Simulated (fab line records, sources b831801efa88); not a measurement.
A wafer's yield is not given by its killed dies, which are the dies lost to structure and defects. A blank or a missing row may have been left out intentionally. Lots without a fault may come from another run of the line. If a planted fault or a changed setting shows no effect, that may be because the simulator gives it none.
Which of the tools did it?    flow gf180mcu    11 lots, 33 wafers sampled, at 3 steps of a route of 602

WHAT THE GAUGES READ, wafer by wafer
GF_M2_CD_MEAS_14: target cd 280 nm.
lot   measured      on         cd_nm (nm)
L230  day 19 10:37  cd_sem-02  280.4 279.9 281.6
L231  day 20 10:42  cd_sem-01  280.2 279.8 279.7
L233  day 21 01:31  cd_sem-01  278.4 278.3 279.1
L232  day 21 06:07  cd_sem-02  279.7 281.0 279.6
L234  day 21 13:51  cd_sem-02  279.4 278.9 280.1
L235  day 21 18:46  cd_sem-02  280.1 281.0 281.3
L236  day 22 08:54  cd_sem-02  280.9 280.9 280.7
L238  day 23 06:14  cd_sem-01  280.2 280.8 280.3
L242  day 24 07:30  cd_sem-01  277.8 279.0 278.3
L244  day 24 17:58  cd_sem-02  229.7 224.5 249.1
L245  day 25 04:12  cd_sem-01  221.2 260.6 268.7

EACH LOT AND THE TOOL THAT RAN IT (in order: tool; ch and the chambers of the sampled wafers; start)
lot   GF_M1_SPUTTER_00              GF_M2_EXPOSE_11
L230  pvd_sputter-01, day 16 08:40  krf_scanner-02 ch 0, day 18 22:47
L231  pvd_sputter-01, day 17 06:41  krf_scanner-01 ch 0, day 19 22:50
L233  pvd_sputter-03, day 17 21:27  krf_scanner-02 ch 0, day 20 12:47
L232  pvd_sputter-01, day 18 01:59  krf_scanner-02 ch 0, day 20 18:26
L234  pvd_sputter-03, day 18 08:43  krf_scanner-01 ch 0, day 21 02:26
L235  pvd_sputter-03, day 18 14:11  krf_scanner-01 ch 0, day 21 06:43
L236  pvd_sputter-03, day 19 04:19  krf_scanner-02 ch 0, day 21 21:05
L238  pvd_sputter-02, day 20 03:19  krf_scanner-01 ch 0, day 22 18:37
L242  pvd_sputter-01, day 21 05:42  krf_scanner-02 ch 0, day 23 19:37
L244  pvd_sputter-01, day 21 18:32  krf_scanner-01 ch 0, day 24 07:35
L245  pvd_sputter-02, day 22 04:53  krf_scanner-01 ch 0, day 24 17:08
- GF_M1_SPUTTER_00: material Ti, target thk 37.5 nm, time 150 s.
- GF_M2_EXPOSE_11: exposes mask Metal2, target cd 280 nm.

AS READ BY THE TOOLS THEMSELVES (means over the sampled wafers that have a number; for cases with no such wafer, the mark the record gives instead)
GF_M1_SPUTTER_00.
lot   tool            chamber_pressure_pa (Pa)  throttle_valve_pct (%)
L230  pvd_sputter-01  1.998                     29.8
L231  pvd_sputter-01  2.002                     29.3
L233  pvd_sputter-03  2.003                     31.1
L232  pvd_sputter-01  2.000                     29.4
L234  pvd_sputter-03  2.001                     29.6
L235  pvd_sputter-03  1.998                     31.1
L236  pvd_sputter-03  1.998                     31.2
L238  pvd_sputter-02  1.997                     30.0
L242  pvd_sputter-01  2.000                     29.2
L244  pvd_sputter-01  1.998                     30.0
L245  pvd_sputter-02  1.999                     30.0

GF_M2_EXPOSE_11.
lot   tool            focus_offset_nm (nm)
L230  krf_scanner-02  0.5
L231  krf_scanner-01  0.7
L233  krf_scanner-02  0.2
L232  krf_scanner-02  0.4
L234  krf_scanner-01  0.1
L235  krf_scanner-01  0.4
L236  krf_scanner-02  0.2
L238  krf_scanner-01  -0.6
L242  krf_scanner-02  0.3
L244  krf_scanner-01  0.2
L245  krf_scanner-01  0.3

THE ANSWER, worked out from the rows above alone
Rule: usual is defined by the lots themselves. Put in order of their means at a reading, lots are off if they are a third of the lots or fewer, leave a main group of 4 or more, and stand apart from it by a gap of 3 or more times the standard deviation of the main group's means; of several such gaps the widest counts. If all means in a main group match to the digits the tables above print for the reading, that group is not used. Also off: a lot with no number at a reading for which 4 or more lots have one. All remaining lots with rows at the step are treated as sound. The gauges are gone through in route order, then the tools' own readings, and for those a lot's mean is taken as printed above. The first step at which some lot is off is used, and at that step the reading that is off furthest; a lot without a number counts as furthest.
Off: L244, L245 (GF_M2_CD_MEAS_14, cd_nm). For the main group the mean is 279.9 nm and the standard deviation 0.87.
A tool fits if, at a process step before that reading, it ran every lot that is off, and no sound lot after the first of them. The gauges at GF_M2_CD_MEAS_14 are tried like those tools. One fits: krf_scanner-01 at GF_M2_EXPOSE_11. A fault onset in the window from L238 (day 22 18:37, its last sound lot) to L244 (day 24 07:35, its first lot off) fits.

WHAT HAD BEEN PUT IN BY THE SIMULATOR
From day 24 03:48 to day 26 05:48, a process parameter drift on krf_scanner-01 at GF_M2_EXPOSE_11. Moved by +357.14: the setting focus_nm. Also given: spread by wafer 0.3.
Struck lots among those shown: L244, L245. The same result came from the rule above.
